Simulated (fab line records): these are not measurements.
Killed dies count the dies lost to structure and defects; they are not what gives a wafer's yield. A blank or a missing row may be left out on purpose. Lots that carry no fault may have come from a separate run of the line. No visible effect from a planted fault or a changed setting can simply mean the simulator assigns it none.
Which tool is to blame? / flow gf180mcu / 14 lots, 42 wafers sampled, at 5 steps of a route of 602

## WHAT THE GAUGES SHOWED, per wafer
GF_STI_THK_MEAS_22.
lot=L255; measured=day 2 04:19; on=film-metro-02; STI_OXIDATION_01_THK (nm)=14.84 14.62 14.59
lot=L256; measured=day 2 09:22; on=film-metro-01; STI_OXIDATION_01_THK (nm)=14.72 14.67 14.37
lot=L257; measured=day 2 13:38; on=film-metro-01; STI_OXIDATION_01_THK (nm)=15.22 15.32 15.29
lot=L260; measured=day 3 04:39; on=film-metro-03; STI_OXIDATION_01_THK (nm)=15.22 15.09 15.10
lot=L263; measured=day 3 21:31; on=film-metro-01; STI_OXIDATION_01_THK (nm)=14.53 14.67 14.82
lot=L265; measured=day 4 08:19; on=film-metro-02; STI_OXIDATION_01_THK (nm)=14.95 14.98 14.84
lot=L266; measured=day 4 12:04; on=film-metro-03; STI_OXIDATION_01_THK (nm)=15.25 15.25 15.20
lot=L271; measured=day 5 13:49; on=film-metro-02; STI_OXIDATION_01_THK (nm)=- - -
lot=L272; measured=day 5 18:29; on=film-metro-01; STI_OXIDATION_01_THK (nm)=- - -
lot=L273; measured=day 6 01:19; on=film-metro-01; STI_OXIDATION_01_THK (nm)=- - -
lot=L274; measured=day 6 06:07; on=film-metro-01; STI_OXIDATION_01_THK (nm)=15.01 14.87 14.87
lot=L276; measured=day 6 15:55; on=film-metro-03; STI_OXIDATION_01_THK (nm)=14.72 15.09 14.97
lot=L277; measured=day 6 21:22; on=film-metro-02; STI_OXIDATION_01_THK (nm)=15.13 14.71 14.93
lot=L278; measured=day 7 03:50; on=film-metro-02; STI_OXIDATION_01_THK (nm)=14.74 14.66 14.71

GF_VT_IMPLANT_TW_MEAS_32.
lot=L255; measured=day 6 22:19; on=film-metro-04; VT_IMPLANT_3_TW=271 272 272
lot=L256; measured=day 7 04:13; on=film-metro-03; VT_IMPLANT_3_TW=268 269 269
lot=L257; measured=day 7 09:25; on=film-metro-04; VT_IMPLANT_3_TW=273 272 273
lot=L260; measured=day 8 05:32; on=film-metro-01; VT_IMPLANT_3_TW=265 266 265
lot=L263; measured=day 9 02:47; on=film-metro-01; VT_IMPLANT_3_TW=269 269 267
lot=L265; measured=day 9 15:59; on=film-metro-03; VT_IMPLANT_3_TW=269 270 271
lot=L266; measured=day 9 22:29; on=film-metro-03; VT_IMPLANT_3_TW=268 270 270
lot=L274; measured=day 12 02:41; on=film-metro-04; VT_IMPLANT_3_TW=273 273 272
lot=L276; measured=day 12 13:26; on=film-metro-03; VT_IMPLANT_3_TW=267 268 267
lot=L277; measured=day 12 19:58; on=film-metro-04; VT_IMPLANT_3_TW=275 273 272
lot=L278; measured=day 13 04:50; on=film-metro-04; VT_IMPLANT_3_TW=274 274 274

GF_HV_LDD_THK_MEAS_57.
lot=L255; measured=day 12 14:17; on=film-metro-04; HV_LDD_CVD_56_THK (nm)=91.0 91.0 92.2
lot=L256; measured=day 12 19:25; on=film-metro-04; HV_LDD_CVD_56_THK (nm)=89.9 89.8 90.1
lot=L257; measured=day 13 00:17; on=film-metro-03; HV_LDD_CVD_56_THK (nm)=89.3 88.4 89.0
lot=L260; measured=day 14 02:12; on=film-metro-04; HV_LDD_CVD_56_THK (nm)=89.4 89.9 88.8
lot=L263; measured=day 15 03:26; on=film-metro-03; HV_LDD_CVD_56_THK (nm)=90.6 90.6 90.2
lot=L265; measured=day 15 20:34; on=film-metro-03; HV_LDD_CVD_56_THK (nm)=90.4 90.6 89.5
lot=L266; measured=day 16 03:10; on=film-metro-02; HV_LDD_CVD_56_THK (nm)=90.3 89.6 89.8
lot=L274; measured=day 18 20:39; on=film-metro-04; HV_LDD_CVD_56_THK (nm)=89.2 88.5 88.6
lot=L276; measured=day 19 10:43; on=film-metro-04; HV_LDD_CVD_56_THK (nm)=90.0 89.5 90.5
lot=L277; measured=day 19 23:09; on=film-metro-04; HV_LDD_CVD_56_THK (nm)=89.7 89.8 89.1
lot=L278; measured=day 20 10:07; on=film-metro-02; HV_LDD_CVD_56_THK (nm)=89.5 89.6 89.0

## WHAT TOOL EACH LOT RAN ON (gives the tool, then ch and the chambers of the sampled wafers, and finally the start)
lot=L255; GF_STI_CVD_03=lpcvd-02 ch 1, day 1 11:34; GF_VT_IMPLANT_STRIP_20=plasma-asher-04 ch 0,1, day 6 06:52
lot=L256; GF_STI_CVD_03=lpcvd-02 ch 0, day 1 16:34; GF_VT_IMPLANT_STRIP_20=plasma-asher-03 ch 0,1, day 6 12:25
lot=L257; GF_STI_CVD_03=lpcvd-02 ch 0, day 1 21:34; GF_VT_IMPLANT_STRIP_20=plasma-asher-03 ch 0,1, day 6 17:31
lot=L260; GF_STI_CVD_03=lpcvd-02 ch 1, day 2 13:19; GF_VT_IMPLANT_STRIP_20=plasma-asher-04 ch 0,1, day 7 14:07
lot=L263; GF_STI_CVD_03=lpcvd-01 ch 1, day 3 03:34; GF_VT_IMPLANT_STRIP_20=plasma-asher-02 ch 0,1, day 8 10:35
lot=L265; GF_STI_CVD_03=lpcvd-02 ch 0, day 3 14:03; GF_VT_IMPLANT_STRIP_20=plasma-asher-02 ch 0,1, day 8 22:54
lot=L266; GF_STI_CVD_03=lpcvd-02 ch 0, day 3 18:59; GF_VT_IMPLANT_STRIP_20=plasma-asher-03 ch 0,1, day 9 04:53
lot=L271; GF_STI_CVD_03=lpcvd-01 ch 0, day 4 19:34; GF_VT_IMPLANT_STRIP_20=-
lot=L272; GF_STI_CVD_03=lpcvd-01 ch 0, day 5 00:34; GF_VT_IMPLANT_STRIP_20=-
lot=L273; GF_STI_CVD_03=lpcvd-02 ch 1, day 5 06:26; GF_VT_IMPLANT_STRIP_20=-
lot=L274; GF_STI_CVD_03=lpcvd-01 ch 0, day 5 10:58; GF_VT_IMPLANT_STRIP_20=plasma-asher-04 ch 0,1, day 11 07:42
lot=L276; GF_STI_CVD_03=lpcvd-02 ch 0, day 5 20:34; GF_VT_IMPLANT_STRIP_20=plasma-asher-02 ch 1, day 11 17:28
lot=L277; GF_STI_CVD_03=lpcvd-02 ch 1, day 6 02:30; GF_VT_IMPLANT_STRIP_20=plasma-asher-03 ch 0,1, day 12 00:17
lot=L278; GF_STI_CVD_03=lpcvd-01 ch 0, day 6 06:34; GF_VT_IMPLANT_STRIP_20=plasma-asher-03 ch 1, day 12 09:02
- GF_STI_CVD_03: deposits Si3N4 from DCS/NH3, target thk 207.16 nm, time 3551 s.
- GF_VT_IMPLANT_STRIP_20: strips in O2/N2.

## AS READ BY THE TOOLS THEMSELVES (means over the sampled wafers that have a number; for cases with no such wafer, the mark the record gives instead)
GF_STI_CVD_03.
lot=L255; tool=lpcvd-02; pressure-mtorr (mTorr)=261.0; spike-tc-bottom-C (C)=792.8; zone-power-top-pct (%)=25.3
lot=L256; tool=lpcvd-02; pressure-mtorr (mTorr)=261.2; spike-tc-bottom-C (C)=794.7; zone-power-top-pct (%)=28.0
lot=L257; tool=lpcvd-02; pressure-mtorr (mTorr)=262.6; spike-tc-bottom-C (C)=794.5; zone-power-top-pct (%)=27.9
lot=L260; tool=lpcvd-02; pressure-mtorr (mTorr)=261.0; spike-tc-bottom-C (C)=793.5; zone-power-top-pct (%)=25.3
lot=L263; tool=lpcvd-01; pressure-mtorr (mTorr)=262.9; spike-tc-bottom-C (C)=793.2; zone-power-top-pct (%)=23.0
lot=L265; tool=lpcvd-02; pressure-mtorr (mTorr)=261.5; spike-tc-bottom-C (C)=794.0; zone-power-top-pct (%)=28.0
lot=L266; tool=lpcvd-02; pressure-mtorr (mTorr)=262.1; spike-tc-bottom-C (C)=794.5; zone-power-top-pct (%)=28.2
lot=L271; tool=lpcvd-01; pressure-mtorr (mTorr)=-; spike-tc-bottom-C (C)=-; zone-power-top-pct (%)=-
lot=L272; tool=lpcvd-01; pressure-mtorr (mTorr)=-; spike-tc-bottom-C (C)=-; zone-power-top-pct (%)=-
lot=L273; tool=lpcvd-02; pressure-mtorr (mTorr)=-; spike-tc-bottom-C (C)=-; zone-power-top-pct (%)=-
lot=L274; tool=lpcvd-01; pressure-mtorr (mTorr)=261.4; spike-tc-bottom-C (C)=791.7; zone-power-top-pct (%)=24.4
lot=L276; tool=lpcvd-02; pressure-mtorr (mTorr)=261.8; spike-tc-bottom-C (C)=794.7; zone-power-top-pct (%)=28.2
lot=L277; tool=lpcvd-02; pressure-mtorr (mTorr)=262.0; spike-tc-bottom-C (C)=793.6; zone-power-top-pct (%)=25.3
lot=L278; tool=lpcvd-01; pressure-mtorr (mTorr)=262.3; spike-tc-bottom-C (C)=790.9; zone-power-top-pct (%)=24.5

GF_VT_IMPLANT_STRIP_20.
lot=L255; tool=plasma-asher-04; drypump-motor-current-A (A)=5.05; heater-power-w (W)=321; oes-product-au (a.u.)=0.713; strip-time-to-endpoint-s (s)=12.64
lot=L256; tool=plasma-asher-03; drypump-motor-current-A (A)=5.52; heater-power-w (W)=300; oes-product-au (a.u.)=0.717; strip-time-to-endpoint-s (s)=12.67
lot=L257; tool=plasma-asher-03; drypump-motor-current-A (A)=5.53; heater-power-w (W)=297; oes-product-au (a.u.)=0.713; strip-time-to-endpoint-s (s)=12.59
lot=L260; tool=plasma-asher-04; drypump-motor-current-A (A)=4.99; heater-power-w (W)=327; oes-product-au (a.u.)=0.716; strip-time-to-endpoint-s (s)=12.69
lot=L263; tool=plasma-asher-02; drypump-motor-current-A (A)=5.46; heater-power-w (W)=293; oes-product-au (a.u.)=0.712; strip-time-to-endpoint-s (s)=12.56
lot=L265; tool=plasma-asher-02; drypump-motor-current-A (A)=5.56; heater-power-w (W)=281; oes-product-au (a.u.)=0.718; strip-time-to-endpoint-s (s)=12.62
lot=L266; tool=plasma-asher-03; drypump-motor-current-A (A)=5.54; heater-power-w (W)=296; oes-product-au (a.u.)=0.718; strip-time-to-endpoint-s (s)=12.58
lot=L274; tool=plasma-asher-04; drypump-motor-current-A (A)=5.05; heater-power-w (W)=323; oes-product-au (a.u.)=0.719; strip-time-to-endpoint-s (s)=12.67
lot=L276; tool=plasma-asher-02; drypump-motor-current-A (A)=5.35; heater-power-w (W)=312; oes-product-au (a.u.)=0.719; strip-time-to-endpoint-s (s)=12.59
lot=L277; tool=plasma-asher-03; drypump-motor-current-A (A)=5.53; heater-power-w (W)=302; oes-product-au (a.u.)=0.713; strip-time-to-endpoint-s (s)=12.59
lot=L278; tool=plasma-asher-03; drypump-motor-current-A (A)=5.52; heater-power-w (W)=310; oes-product-au (a.u.)=0.711; strip-time-to-endpoint-s (s)=12.66

## THE ANSWER, worked out from the rows above alone
Rule: what is usual is taken from the lots themselves. The widest of any qualifying gaps counts: lots, ordered by their means at a reading, are off when they make up no more than a third of the lots, leave a main group of 4 or more, and stand apart from it by 3 or more times the standard deviation of that group's means. The tables above print the reading to a certain number of digits; a main group whose means all agree to those digits is not used. Also off: a lot with no number at a reading for which 4 or more lots have one. All remaining lots with rows at the step are treated as sound. Order of review: gauges by route order, followed by the tools' own readings, for which a lot's mean as printed above is used. The first step at which some lot is off is used, and at that step the reading that is off furthest; a lot without a number counts as furthest.
Off: L271, L272, L273, seen at GF_STI_THK_MEAS_22 (STI_OXIDATION_01_THK). Without a number there: L271, L272, L273. Mean 14.91 nm and standard deviation 0.22 in the main group.
If a tool, at a process step before that reading, ran all the lots that are off and no sound lot after the first of them, it fits. The gauges at GF_STI_THK_MEAS_22 aren't tried: what is off there is off at GF_STI_CVD_03 too, on other tools, and a gauge's error can't cause that. No candidate that was tried fits.

## WHAT THE SIMULATOR HAD INSERTED
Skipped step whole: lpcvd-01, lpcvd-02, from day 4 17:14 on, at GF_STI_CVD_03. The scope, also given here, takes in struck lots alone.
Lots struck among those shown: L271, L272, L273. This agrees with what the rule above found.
